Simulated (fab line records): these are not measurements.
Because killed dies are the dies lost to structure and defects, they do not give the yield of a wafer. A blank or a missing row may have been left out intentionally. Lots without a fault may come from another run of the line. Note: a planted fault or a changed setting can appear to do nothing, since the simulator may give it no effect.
fab line records	flow gf180mcu
record lots=24	wafers=72	last-day=34
route steps=602 shown V2@383 M4@470 V4@480 MIM@503 M5@536 TOP_METAL@582
lots that met no fault: from a run of the same line without faults
start-h: hours from the record's first day to the start of the lot's first wafer shown	wait-h: hours elapsed since this lot's preceding step	" the same as in the row above	L1.1+2: a single row standing in for several wafers	- no value, or no start was given	* or withheld: withheld	< > ~ a bound
route shown NAME@n: a module of which the file shows steps, and the number in the route of the first	usual: mean and standard deviation over wafers with no fault	same: alike in all rows	chamber/n: place in a boat	sites: per-site readings	_std_site: standard deviation of those values	_edge_site: the outer-site mean with the inner-site mean subtracted	radius-mm: for every site, how far away it sits from the centre of the wafer	mask NAME#n: copy n	behind: the most recent tool/chamber to have shaped the wafer	hold: what put the lot on hold/how long, in hours/how the hold closed	device: which transistor (n, p or np) failed to switch	end of line: the tests these same wafers got at the end of their route	step lacking rows: just its recipe	killed: at the first sort, the dies lost to defects and structure; wafer yield is something else	map: the dies of a wafer, with x for killed, . for not killed, _ for no die there
set.NAME: the setting the step ran with; set.NAME@STEP: the setting that earlier step ran with	model.NAME: the simulator's own value behind a step, which no gauge read
the route's steps for a sample of lots (tables are steps, rows are wafers)
services: when a tool's chamber went out of use (start-h, in hours from the record's first day, below 0 if earlier), for how many hours, and the reason
## steps
# step GF_V2_THK_MEAS_01
# recipe reads=SiO2_of_V2_CVD_00
# usual V2_CVD_00_THK=601/5.4
lot.wafer	tool	chamber	start-h	wait-h	V2_CVD_00_THK[nm]
L074.3	film-metro-01	-	444.26	0.1	612
L074.4	"	-	"	"	601
L074.6	"	-	"	"	603
L075.1	film-metro-02	-	453.04	0.0	600
L075.2	"	-	"	"	600
L075.3	"	-	"	"	602
L076.2	film-metro-01	-	465.00	0.0	598
L076.5	"	-	"	"	604
L076.6	"	-	"	"	604
L077.2	film-metro-01	-	468.24	0.0	605
L077.3	"	-	"	"	604
L077.5	"	-	"	"	606
L078.1	film-metro-01	-	470.93	0.0	591
L078.3	"	-	"	"	587
L078.4	"	-	"	"	591
L079.4	film-metro-01	-	481.25	0.0	606
L079.5	"	-	"	"	602
L079.6	"	-	"	"	599
L080.2	film-metro-02	-	486.54	0.0	594
L080.4	"	-	"	"	595
L080.5	"	-	"	"	599
L081.1	film-metro-02	-	505.71	0.0	599
L081.2	"	-	"	"	598
L081.6	"	-	"	"	596
L082.1	film-metro-02	-	516.13	0.0	600
L082.4	"	-	"	"	596
L082.5	"	-	"	"	600
L083.1	film-metro-03	-	520.55	0.0	608
L083.2	"	-	"	"	600
L083.4	"	-	"	"	609
L084.1	film-metro-01	-	529.63	0.0	604
L084.4	"	-	"	"	603
L084.5	"	-	"	"	594
L085.2	film-metro-01	-	537.11	0.0	600
L085.4	"	-	"	"	601
L085.5	"	-	"	"	607
L086.1	film-metro-02	-	548.92	0.0	595
L086.2	"	-	"	"	603
L086.6	"	-	"	"	598
L087.2	film-metro-02	-	560.61	0.0	609
L087.4	"	-	"	"	615
L087.6	"	-	"	"	598
L088.1	film-metro-03	-	567.78	0.0	600
L088.3	"	-	"	"	602
L088.5	"	-	"	"	608
L089.2	film-metro-03	-	571.40	0.0	604
L089.4	"	-	"	"	600
L089.5	"	-	"	"	607
L090.1	film-metro-01	-	580.98	0.0	599
L090.4	"	-	"	"	596
L090.5	"	-	"	"	595
L091.1	film-metro-03	-	587.58	0.0	602
L091.3	"	-	"	"	602
L091.6	"	-	"	"	603
L092.1	film-metro-01	-	594.20	0.0	600
L092.4	"	-	"	"	597
L092.5	"	-	"	"	605
L093.2	film-metro-01	-	598.06	0.0	608
L093.3	"	-	"	"	598
L093.4	"	-	"	"	601
L094.1	film-metro-02	-	604.62	0.0	606
L094.5	"	-	"	"	607
L094.6	"	-	"	"	604
L095.2	film-metro-01	-	610.85	0.0	612
L095.4	"	-	"	"	610
L095.5	"	-	"	"	606
L096.2	film-metro-03	-	620.71	0.0	592
L096.4	"	-	"	"	599
L096.5	"	-	"	"	589
L097.3	film-metro-02	-	624.43	0.1	606
L097.4	"	-	"	"	607
L097.5	"	-	"	"	606
# step GF_M4_CD_MEAS_14
# recipe target-cd-nm=280
# usual cd-nm=280.0/0.95
lot.wafer	tool	chamber	start-h	wait-h	cd-nm
L074.3	cd-sem-02	-	543.06	0.1	279.4
L074.4	"	-	"	"	279.5
L074.6	"	-	"	"	279.3
L075.1	cd-sem-02	-	552.17	0.1	281.1
L075.2	"	-	"	"	281.8
L075.3	"	-	"	"	280.7
L076.2	cd-sem-02	-	562.66	0.1	279.2
L076.5	"	-	"	"	280.3
L076.6	"	-	"	"	279.0
L077.2	cd-sem-02	-	565.17	0.1	280.4
L077.3	"	-	"	"	280.0
L077.5	"	-	"	"	279.8
L078.1	cd-sem-02	-	569.42	0.1	278.6
L078.3	"	-	"	"	279.0
L078.4	"	-	"	"	279.2
L079.4	cd-sem-01	-	577.30	0.1	279.3
L079.5	"	-	"	"	279.1
L079.6	"	-	"	"	278.5
L080.2	cd-sem-01	-	582.01	0.1	280.6
L080.4	"	-	"	"	279.9
L080.5	"	-	"	"	280.2
L081.1	cd-sem-02	-	600.04	0.1	279.9
L081.2	"	-	"	"	280.3
L081.6	"	-	"	"	278.7
L082.1	cd-sem-01	-	608.59	0.1	280.8
L082.4	"	-	"	"	279.8
L082.5	"	-	"	"	280.9
L083.1	cd-sem-01	-	613.59	0.1	280.7
L083.2	"	-	"	"	280.8
L083.4	"	-	"	"	279.8
L084.1	cd-sem-01	-	622.44	0.1	279.7
L084.4	"	-	"	"	280.3
L084.5	"	-	"	"	280.8
L085.2	cd-sem-02	-	627.36	0.1	279.4
L085.4	"	-	"	"	278.2
L085.5	"	-	"	"	278.9
L086.1	cd-sem-02	-	637.64	0.1	278.3
L086.2	"	-	"	"	279.7
L086.6	"	-	"	"	278.4
L087.2	cd-sem-01	-	647.76	0.1	279.7
L087.4	"	-	"	"	280.3
L087.6	"	-	"	"	280.4
L088.1	cd-sem-01	-	655.59	0.1	279.8
L088.3	"	-	"	"	281.2
L088.5	"	-	"	"	280.6
L089.2	cd-sem-02	-	658.89	0.1	279.6
L089.4	"	-	"	"	280.7
L089.5	"	-	"	"	281.6
L090.1	cd-sem-02	-	666.04	0.1	280.5
L090.4	"	-	"	"	281.0
L090.5	"	-	"	"	280.4
L091.1	cd-sem-02	-	674.83	0.2	280.2
L091.3	"	-	"	"	280.7
L091.6	"	-	"	"	279.9
L092.1	cd-sem-01	-	679.29	0.1	278.2
L092.4	"	-	"	"	279.6
L092.5	"	-	"	"	278.2
L093.2	cd-sem-02	-	682.71	0.1	280.0
L093.3	"	-	"	"	279.7
L093.4	"	-	"	"	279.2
L094.1	cd-sem-01	-	689.09	0.1	279.2
L094.5	"	-	"	"	279.1
L094.6	"	-	"	"	279.0
L095.2	cd-sem-02	-	694.99	0.1	280.2
L095.4	"	-	"	"	281.9
L095.5	"	-	"	"	280.9
L096.2	cd-sem-02	-	705.16	0.1	280.8
L096.4	"	-	"	"	281.6
L096.5	"	-	"	"	282.6
L097.3	cd-sem-01	-	706.23	0.1	281.4
L097.4	"	-	"	"	281.1
L097.5	"	-	"	"	282.2
# step GF_V4_CMP_04
# recipe material=SiO2	down-force-psi=4	platen-rpm=60	pad-velocity-m-s=0.94248
# usual motor-current-A=12.4/1.1	time-to-endpoint-s=80/5.1
lot.wafer	tool	chamber	start-h	wait-h	motor-current-A	time-to-endpoint-s
L074.3	cmp-01	3	544.08	0.0	12.5	83
L074.4	"	1	"	"	13.7	82
L074.6	"	3	"	"	11.8	92
L075.2	cmp-02	3	553.28	0.1	12.8	78
L075.3	"	0	"	"	12.4	80
L075.1	"	1	"	"	11.6	84
L076.2	cmp-02	2	563.74	0.0	12.2	77
L076.5	"	2	"	"	12.4	85
L076.6	"	3	"	"	13.7	84
L077.3	cmp-02	2	566.38	0.1	12.2	69
L077.2	"	3	"	"	13.9	72
L077.5	"	0	"	"	12.7	84
L078.1	cmp-01	1	570.56	0.1	13.6	78
L078.4	"	2	"	"	12.7	81
L078.3	"	0	"	"	9.9	72
L079.4	cmp-02	2	578.41	0.1	12.1	83
L079.5	"	0	"	"	13.3	78
L079.6	"	1	"	"	11.1	82
L080.2	cmp-02	1	583.07	0.0	11.3	78
L080.4	"	2	"	"	11.9	80
L080.5	"	2	"	"	11.6	77
L081.2	cmp-02	1	601.10	0.0	11.2	81
L081.1	"	0	"	"	12.7	77
L081.6	"	1	"	"	11.1	89
L082.4	cmp-01	1	609.66	0.0	12.6	79
L082.1	"	3	"	"	11.5	79
L082.5	"	1	"	"	13.7	82
L083.1	cmp-01	0	614.87	0.3	11.0	65
L083.4	"	1	"	"	13.4	79
L083.2	"	3	"	"	11.8	75
L084.1	cmp-02	3	623.51	0.1	12.6	73
L084.4	"	1	"	"	11.1	84
L084.5	"	3	"	"	13.4	75
L085.2	cmp-01	1	628.64	0.1	13.2	70
L085.4	"	3	"	"	12.2	84
L085.5	"	1	"	"	14.1	75
L086.1	cmp-02	0	638.76	0.1	11.9	74
L086.2	"	1	"	"	11.5	84
L086.6	"	3	"	"	14.1	83
L087.4	cmp-01	3	648.90	0.0	11.8	86
L087.2	"	2	"	"	12.8	76
L087.6	"	0	"	"	10.7	78
L088.3	cmp-02	2	656.71	0.0	11.8	76
L088.1	"	0	"	"	12.8	77
L088.5	"	3	"	"	13.8	81
L089.4	cmp-01	1	660.04	0.1	14.1	82
L089.2	"	2	"	"	13.5	81
L089.5	"	3	"	"	11.7	82
L090.1	cmp-01	2	667.29	0.1	13.3	75
L090.4	"	3	"	"	12.0	86
L090.5	"	3	"	"	11.7	83
L091.1	cmp-02	0	675.90	0.1	12.5	83
L091.3	"	1	"	"	11.5	82
L091.6	"	1	"	"	11.5	86
L092.4	cmp-02	3	680.44	0.1	12.9	86
L092.1	"	1	"	"	11.1	81
L092.5	"	3	"	"	13.5	88
L093.4	cmp-01	2	683.94	0.1	12.7	80
L093.3	"	3	"	"	12.2	74
L093.2	"	0	"	"	10.2	73
L094.1	cmp-02	2	690.22	0.1	12.3	83
L094.6	"	1	"	"	11.1	87
L094.5	"	2	"	"	12.0	85
L095.4	cmp-02	0	696.08	0.1	13.3	77
L095.2	"	1	"	"	11.6	72
L095.5	"	3	"	"	13.4	77
L096.4	cmp-01	0	706.21	0.0	10.8	87
L096.2	"	2	"	"	13.4	78
L096.5	"	1	"	"	14.0	79
L097.3	cmp-01	1	707.40	0.2	14.1	75
L097.4	"	3	"	"	12.5	92
L097.5	"	1	"	"	13.4	82
# step GF_MIM_SPUTTER_00
# recipe material=Ti	target-thk-nm=37.5	arriving-ion-energy-ev=80	substrate-temp-c=200	chamber-pressure-pa=2	power-w=4000	time-s=150
# usual throttle-valve-pct=30.1/0.94
lot.wafer	tool	chamber	start-h	wait-h	throttle-valve-pct
L074.3	pvd-sputter-01	-	568.07	0.1	29.4
L074.4	"	-	"	"	29.3
L074.6	"	-	"	"	29.3
L075.1	pvd-sputter-02	-	576.82	0.1	31.0
L075.2	"	-	"	"	30.0
L075.3	"	-	"	"	30.5
L076.2	pvd-sputter-01	-	587.14	0.1	31.6
L076.5	"	-	"	"	29.1
L076.6	"	-	"	"	31.9
L077.2	pvd-sputter-04	-	589.73	0.2	30.2
L077.3	"	-	"	"	28.7
L077.5	"	-	"	"	29.0
L078.1	pvd-sputter-01	-	593.30	0.2	29.5
L078.3	"	-	"	"	29.2
L078.4	"	-	"	"	31.4
L079.4	pvd-sputter-01	-	600.60	0.1	29.0
L079.5	"	-	"	"	29.3
L079.6	"	-	"	"	29.5
L080.2	pvd-sputter-01	-	605.63	0.2	29.5
L080.4	"	-	"	"	31.4
L080.5	"	-	"	"	29.3
L081.1	pvd-sputter-02	-	624.11	0.1	30.3
L081.2	"	-	"	"	30.8
L081.6	"	-	"	"	30.9
L082.1	pvd-sputter-04	-	631.88	0.2	30.6
L082.4	"	-	"	"	31.8
L082.5	"	-	"	"	29.8
L083.1	pvd-sputter-01	-	636.23	0.1	31.7
L083.2	"	-	"	"	29.0
L083.4	"	-	"	"	29.4
L084.1	pvd-sputter-02	-	644.70	0.1	30.5
L084.4	"	-	"	"	30.2
L084.5	"	-	"	"	30.0
L085.2	pvd-sputter-04	-	650.86	0.1	31.7
L085.4	"	-	"	"	30.1
L085.5	"	-	"	"	31.7
L086.1	pvd-sputter-02	-	661.33	0.1	30.3
L086.2	"	-	"	"	30.6
L086.6	"	-	"	"	30.9
L087.2	pvd-sputter-04	-	670.69	0.1	29.6
L087.4	"	-	"	"	28.8
L087.6	"	-	"	"	30.3
L088.1	pvd-sputter-01	-	678.26	0.2	29.2
L088.3	"	-	"	"	29.1
L088.5	"	-	"	"	31.5
L089.2	pvd-sputter-04	-	680.75	0.2	31.8
L089.4	"	-	"	"	29.5
L089.5	"	-	"	"	28.9
L090.1	pvd-sputter-01	-	688.23	0.2	31.8
L090.4	"	-	"	"	28.7
L090.5	"	-	"	"	29.0
L091.1	pvd-sputter-01	-	696.86	0.1	29.2
L091.3	"	-	"	"	28.9
L091.6	"	-	"	"	29.4
L092.1	pvd-sputter-02	-	701.35	0.2	29.8
L092.4	"	-	"	"	30.1
L092.5	"	-	"	"	30.9
L093.2	pvd-sputter-01	-	704.80	0.1	29.4
L093.3	"	-	"	"	29.0
L093.4	"	-	"	"	28.8
L094.1	pvd-sputter-02	-	710.47	0.1	30.8
L094.5	"	-	"	"	30.5
L094.6	"	-	"	"	30.1
L095.2	pvd-sputter-04	-	716.04	0.1	30.3
L095.4	"	-	"	"	31.5
L095.5	"	-	"	"	28.7
L096.2	pvd-sputter-02	-	725.40	0.2	29.9
L096.4	"	-	"	"	31.2
L096.5	"	-	"	"	30.9
L097.3	pvd-sputter-02	-	726.67	0.2	30.9
L097.4	"	-	"	"	31.0
L097.5	"	-	"	"	30.9
# step GF_M5_METAL_ETCH_10
# recipe chemistry=Cl2/BCl3	mask-material=KrF	target-depth-nm=627.5	stop-on=SiO2	pressure-mtorr=8	icp-w=800	bias-w=140	Cl2_flow_sccm=80	bcl3-flow-sccm=40	time-s=104.6
# usual drypump-motor-current-A=6.0/0.5	oes-product-au=0.975/0.0063	throttle-valve-pct=28.248/0.01
lot.wafer	tool	chamber	start-h	wait-h	drypump-motor-current-A	oes-product-au	rf-hours-counter-h	throttle-valve-pct
L074.3	rie-metal-03	0	612.01	0.1	6.5	0.973	-	28.256
L074.4	"	0	"	"	6.5	0.974	-	28.262
L074.6	"	0	"	"	6.5	0.979	-	28.256
L075.1	rie-metal-04	0	619.22	0.0	6.1	0.963	7	28.262
L075.2	"	1	"	"	6.2	0.973	10	28.257
L075.3	"	1	"	"	6.3	0.978	-	28.252
L076.2	rie-metal-03	0	629.46	0.0	6.5	0.969	-	28.254
L076.5	"	0	"	"	6.5	0.965	-	28.251
L076.6	"	0	"	"	6.5	0.966	-	28.250
L077.2	rie-metal-04	1	632.95	0.0	6.3	0.977	10	28.235
L077.3	"	1	"	"	6.2	0.972	-	28.254
L077.5	"	0	"	"	6.1	0.977	-	28.237
L078.1	rie-metal-03	0	635.22	0.0	6.5	0.978	3	28.247
L078.3	"	0	"	"	6.5	0.979	-	28.256
L078.4	"	0	"	"	6.5	0.979	-	28.251
L079.4	rie-metal-03	0	642.62	0.1	6.5	0.978	-	28.252
L079.5	"	0	"	"	6.5	0.975	-	28.248
L079.6	"	0	"	"	6.4	0.980	-	28.250
L080.2	rie-metal-04	1	646.40	0.0	6.3	0.987	11	28.254
L080.4	"	1	"	"	6.3	0.976	-	28.241
L080.5	"	0	"	"	6.1	0.972	-	28.251
L081.1	rie-metal-01	0	664.52	0.0	5.1	0.969	10	28.229
L081.2	"	1	"	"	5.6	0.964	12	28.245
L081.6	"	0	"	"	5.1	0.972	-	28.258
L082.1	rie-metal-04	0	672.69	0.0	6.1	0.967	9	28.238
L082.4	"	0	"	"	6.1	0.982	-	28.239
L082.5	"	0	"	"	6.1	0.975	-	28.243
L083.1	rie-metal-04	0	676.22	0.0	6.1	0.981	9	28.227
L083.2	"	0	"	"	6.1	0.985	-	28.236
L083.4	"	0	"	"	6.1	0.972	-	28.246
L084.1	rie-metal-03	0	683.85	0.0	6.5	0.965	7	28.251
L084.4	"	0	"	"	6.5	0.981	-	28.232
L084.5	"	0	"	"	6.5	0.968	-	28.230
L085.2	rie-metal-04	0	689.62	0.0	6.1	0.977	10	28.241
L085.4	"	0	"	"	6.1	0.975	-	28.241
L085.5	"	1	"	"	6.3	0.973	-	28.257
L086.1	rie-metal-01	0	700.32	0.0	5.1	0.979	11	28.236
L086.2	"	1	"	"	5.6	0.978	14	28.244
L086.6	"	1	"	"	5.6	0.980	-	28.257
L087.2	rie-metal-04	1	708.97	0.0	6.3	0.976	1	28.261
L087.4	"	0	"	"	6.1	0.966	-	28.263
L087.6	"	1	"	"	6.3	0.972	-	28.254
L088.1	rie-metal-04	1	716.42	0.0	6.2	0.963	1	28.269
L088.3	"	0	"	"	6.1	0.973	-	28.240
L088.5	"	0	"	"	6.1	0.982	-	28.253
L089.2	rie-metal-04	1	718.49	0.0	6.2	0.967	1	28.241
L089.4	"	1	"	"	6.2	0.975	-	28.271
L089.5	"	0	"	"	6.1	0.968	-	28.257
L090.1	rie-metal-04	1	724.99	0.0	6.3	0.974	1	28.260
L090.4	"	0	"	"	6.1	0.968	-	28.245
L090.5	"	1	"	"	6.3	0.977	-	28.252
L091.1	rie-metal-01	1	733.84	0.0	5.7	0.971	16	28.244
L091.3	"	0	"	"	5.1	0.973	-	28.257
L091.6	"	0	"	"	5.1	0.957	-	28.249
L092.1	rie-metal-01	0	737.29	0.0	5.1	0.978	13	28.236
L092.4	"	0	"	"	5.1	0.984	-	28.246
L092.5	"	0	"	"	5.1	0.974	-	28.242
L093.2	rie-metal-03	0	740.78	0.0	6.5	0.974	-	28.262
L093.3	"	0	"	"	6.5	0.977	-	28.265
L093.4	"	0	"	"	6.5	0.978	-	28.224
L094.1	rie-metal-01	0	746.02	0.0	5.1	0.975	14	28.227
L094.5	"	0	"	"	5.1	0.988	-	28.232
L094.6	"	0	"	"	5.1	0.969	-	28.245
L095.2	rie-metal-01	0	751.11	0.0	5.1	0.972	-	28.260
L095.4	"	0	"	"	5.1	0.976	-	28.249
L095.5	"	0	"	"	5.1	0.957	-	28.265
L096.2	rie-metal-01	0	759.86	0.0	5.1	0.971	-	28.235
L096.4	"	0	"	"	5.1	0.980	-	28.245
L096.5	"	0	"	"	5.1	0.974	-	28.264
L097.3	rie-metal-04	0	761.68	0.0	6.1	0.978	-	28.248
L097.4	"	1	"	"	6.3	0.975	-	28.247
L097.5	"	0	"	"	6.1	0.976	-	28.246
# step GF_TOP_METAL_OVL_MEAS_15
# usual TOP_METAL_OVL=0.5/1.6
lot.wafer	tool	chamber	start-h	wait-h	TOP_METAL_OVL[nm]
L074.3	overlay-02	-	655.15	0.1	3.1
L074.4	"	-	"	"	3.1
L074.6	"	-	"	"	1.6
L075.1	overlay-01	-	661.46	0.1	2.2
L075.2	"	-	"	"	3.3
L075.3	"	-	"	"	2.2
L076.2	overlay-01	-	671.94	0.1	0.5
L076.5	"	-	"	"	-0.5
L076.6	"	-	"	"	0.5
L077.2	overlay-01	-	675.79	0.1	-0.3
L077.3	"	-	"	"	-0.5
L077.5	"	-	"	"	-0.1
L078.1	overlay-02	-	677.48	0.1	1.5
L078.3	"	-	"	"	0.6
L078.4	"	-	"	"	1.1
L079.4	overlay-02	-	685.46	0.1	-0.2
L079.5	"	-	"	"	-1.2
L079.6	"	-	"	"	-1.2
L080.2	overlay-01	-	687.89	0.1	1.1
L080.4	"	-	"	"	3.1
L080.5	"	-	"	"	3.6
L081.1	overlay-01	-	705.99	0.1	-1.1
L081.2	"	-	"	"	-2.3
L081.6	"	-	"	"	-2.2
L082.1	overlay-01	-	712.76	0.1	-1.1
L082.4	"	-	"	"	-1.0
L082.5	"	-	"	"	-1.0
L083.1	overlay-01	-	715.89	0.1	-4.0
L083.2	"	-	"	"	1.6
L083.4	"	-	"	"	-2.3
L084.1	overlay-02	-	723.36	0.1	-0.2
L084.4	"	-	"	"	-0.3
L084.5	"	-	"	"	-1.8
L085.2	overlay-01	-	728.49	0.1	3.1
L085.4	"	-	"	"	3.6
L085.5	"	-	"	"	4.1
L086.1	overlay-01	-	739.01	0.1	-0.2
L086.2	"	-	"	"	0.0
L086.6	"	-	"	"	0.8
L087.2	overlay-02	-	746.09	0.1	0.0
L087.4	"	-	"	"	0.1
L087.6	"	-	"	"	-0.3
L088.1	overlay-02	-	753.36	0.1	1.0
L088.3	"	-	"	"	1.4
L088.5	"	-	"	"	1.4
L089.2	overlay-01	-	754.99	0.1	0.2
L089.4	"	-	"	"	0.6
L089.5	"	-	"	"	0.4
L090.1	overlay-02	-	763.89	0.1	0.4
L090.4	"	-	"	"	1.9
L090.5	"	-	"	"	0.6
L091.1	overlay-02	-	770.36	0.1	-0.1
L091.3	"	-	"	"	1.7
L091.6	"	-	"	"	0.3
L092.1	overlay-01	-	772.34	0.1	1.0
L092.4	"	-	"	"	1.6
L092.5	"	-	"	"	1.3
L093.2	overlay-02	-	775.89	0.1	-0.7
L093.3	"	-	"	"	-0.8
L093.4	"	-	"	"	0.1
L094.1	overlay-02	-	783.86	0.1	2.5
L094.5	"	-	"	"	2.6
L094.6	"	-	"	"	1.6
L095.2	overlay-02	-	786.29	0.1	0.5
L095.4	"	-	"	"	-0.2
L095.5	"	-	"	"	-1.2
L096.2	overlay-02	-	794.09	0.1	3.5
L096.4	"	-	"	"	2.4
L096.5	"	-	"	"	0.2
L097.3	overlay-02	-	795.24	0.1	0.4
L097.4	"	-	"	"	-1.1
L097.5	"	-	"	"	-0.2
## services
tool	chamber	start-h	hours	kind
pvd-sputter-02	-	520.96	1.5	repair
cmp-02	-	526.15	8.5	repair
cmp-01	-	535.28	1.3	repair
rie-metal-04	-	545.86	2.8	pm
cmp-01	-	549.59	1.2	repair
cmp-01	-	552.96	1.9	repair
cmp-02	-	555.67	0.7	repair
cmp-01	-	567.20	3.3	repair
pvd-sputter-02	-	569.67	5.2	repair
cmp-01	-	572.00	4.0	pm
cmp-01	-	580.80	0.5	repair
rie-metal-04	1	599.46	2.0	repair
cmp-02	-	609.23	6.3	pm
cmp-01	-	623.08	2.9	repair
cmp-01	-	638.57	2.8	repair
cmp-01	-	649.24	3.8	pm
rie-metal-04	0	679.91	1.9	repair
cmp-02	-	702.76	4.6	pm
rie-metal-04	-	703.88	4.2	repair
cmp-01	-	712.60	5.1	pm
cmp-01	-	740.71	10.2	pm
cmp-02	-	744.18	4.0	pm
cmp-01	-	751.64	0.4	repair
cmp-01	-	752.80	3.7	repair
## key
fault none
